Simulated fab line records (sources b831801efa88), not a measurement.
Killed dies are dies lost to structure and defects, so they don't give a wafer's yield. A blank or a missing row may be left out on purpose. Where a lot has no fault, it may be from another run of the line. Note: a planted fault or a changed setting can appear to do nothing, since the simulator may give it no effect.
Problem report in the 8D (eight disciplines) form, filled by code	flow gf180mcu	the parts of the form that need people (team, actions taken, sign-off) are left out

1. THE ISSUE
runLengthS at GF_M5_METAL_ETCH_10 reads a mean of 136.3 s on 3 wafers of 2 lots; wafers without a fault read 133.0 s with a standard deviation of 0.4. Measured from the usual mean, that is +8.2 standard deviations.
The step: etches the open film in Cl2/BCl3, stops on SiO2, target depth 627.5 nm, time 104.6 s.
Earliest sighting: wafer L591.1 on rieMetal-04 at day 29 13:55. The record has a number at this step for 18 wafers belonging to 6 lots. The rule behind "out" and "out of limits": a value lying over 4 standard deviations away from the usual mean. The rest of the wafers with a number are treated as sound.

2. WHAT IT IS, AND WHAT IT ISN'T
question	is	is not
which readings at this step	runLengthS	drypumpMotorCurrentA
which lots	L591, L592	L582, L589, L602, L603
which wafers of those lots	L591.1, L591.6, L592.5	L591.5, L592.2, L592.4
read on which tools	rieMetal-04	rieMetal-01, rieMetal-02
when	from day 29 13:55	up to then (7 sound wafers); but 8 sound wafers of L592, L602, L603 came after

3. WHAT RULES OUT EACH SUSPECT
Counting: if a tool at a process step up to the reading ran every lot that is out, it stays a suspect. Sound lots after the first of them don't rule it out here, since some wafers of a struck lot are sound.
- rieDiel-02 at GF_M5_ETCH_09 (etches Si3N4 in CF4/O2, target depth 52 nm, time 11.6 s): kept. It ran every lot that is out, first L591 (day 29 13:54); its last sound lot up to then is L582 (day 27 05:57).
- rieMetal-04 at GF_M5_METAL_ETCH_10 (etches the open film in Cl2/BCl3, stops on SiO2, target depth 627.5 nm, time 104.6 s): kept. It ran every lot that is out, first L591 (day 29 13:55); its last sound lot up to then is L582 (day 27 05:58). On those wafers its own readings are out: runLengthS.
- Within rieDiel-02 at GF_M5_ETCH_09: the wafers that are out ran in chambers 0, 2, 3; their sound lot-mates ran in chamber 1.
- Within rieMetal-04 at GF_M5_METAL_ETCH_10: the wafers that are out ran in chamber 1; their sound lot-mates ran in chamber 0.
What counting leaves: rieDiel-02 at GF_M5_ETCH_09 and rieMetal-04 at GF_M5_METAL_ETCH_10.

4. THE CAUSE (what the simulator had put in)
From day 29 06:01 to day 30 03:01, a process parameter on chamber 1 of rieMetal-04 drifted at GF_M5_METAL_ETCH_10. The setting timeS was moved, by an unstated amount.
This tool is one of the 2 suspects left after counting.

5. THE CHAIN OF EFFECTS, in route order
Each row: a reading whose mean over the struck wafers that have a number lies more than 3 standard deviations from the usual. Scope: only readings with a usual standard deviation given in the record; hours: median across lots of the time from each lot's start at the first step in this table that gives one to its start at this step; sigmas: change in usual standard deviations.
hours	step	reading	usual	on struck wafers	change	sigmas
0	GF_M5_METAL_ETCH_10	runLengthS	133.0 s	136.3	+3.3	+8.2
The process steps in it:
- GF_M5_METAL_ETCH_10: etches the open film in Cl2/BCl3, stops on SiO2, target depth 627.5 nm, time 104.6 s.

6. HOW IT WOULD HAVE BEEN CAUGHT EARLIER
In this record no reading fell out of limits until day 29 13:55, 8 hours after the fault had begun at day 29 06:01.
